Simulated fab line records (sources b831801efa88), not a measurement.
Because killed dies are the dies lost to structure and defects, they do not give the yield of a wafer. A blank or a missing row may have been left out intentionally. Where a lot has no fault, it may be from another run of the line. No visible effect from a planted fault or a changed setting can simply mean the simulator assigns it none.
Matching of chambers :: flow gf180mcu :: pecvd-01 running GF_CONTACT_CVD_02: 3 sister chambers
The step deposits SiO2 from TEOS, target thk 860 nm, time 95.992 s. 3 wafers are shown with their chamber, then 8 later ones without.

== WAFERS PAIRED WITH THEIR CHAMBERS ==
wafer: L954.2
chamber: 2
heater-power-w (W): 749

wafer: L954.5
chamber: 1
heater-power-w (W): 787

wafer: L955.3
chamber: 0
heater-power-w (W): 512

== WAFERS MISSING THEIR CHAMBER ==
wafer: L955.4
heater-power-w (W): 564

wafer: L955.6
heater-power-w (W): 832

wafer: L956.2
heater-power-w (W): 790

wafer: L956.4
heater-power-w (W): 744

wafer: L956.6
heater-power-w (W): 825

wafer: L962.1
heater-power-w (W): 689

wafer: L962.2
heater-power-w (W): 916

wafer: L962.4
heater-power-w (W): 468

== EACH ONE'S CHAMBER ==
wafer: L955.4
from the rows above: 0
in truth: 0

wafer: L955.6
from the rows above: can't be placed: 1 or 2
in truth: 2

wafer: L956.2
from the rows above: can't be placed: 1 or 2
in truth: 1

wafer: L956.4
from the rows above: can't be placed: 2 or 1
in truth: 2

wafer: L956.6
from the rows above: can't be placed: 1 or 2
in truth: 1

wafer: L962.1
from the rows above: can't be placed: 2 or 1 or 0
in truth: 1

wafer: L962.2
from the rows above: can't be placed: 1 or 2
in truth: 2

wafer: L962.4
from the rows above: 0
in truth: 0
2 of 8 placed correctly. Cannot be placed on the basis of these rows: 6; the candidates contain the true chamber in 6. Wrongly placed: 0.
How it was worked out, from the rows above alone: a wafer's distance from a chamber is the root of the sum, over the readings, of the square of ((its reading less the chamber's mean) divided by the reading's scatter). If the next closest chamber is less than 2 further off than the closest, the wafer can't be placed; otherwise it belongs to the closest. Each chamber's mean is taken over the wafers shown for it. The scatter (one wafer shown for each chamber): square how far every hidden wafer sits from the nearest shown wafer, average those squares and take the square root.
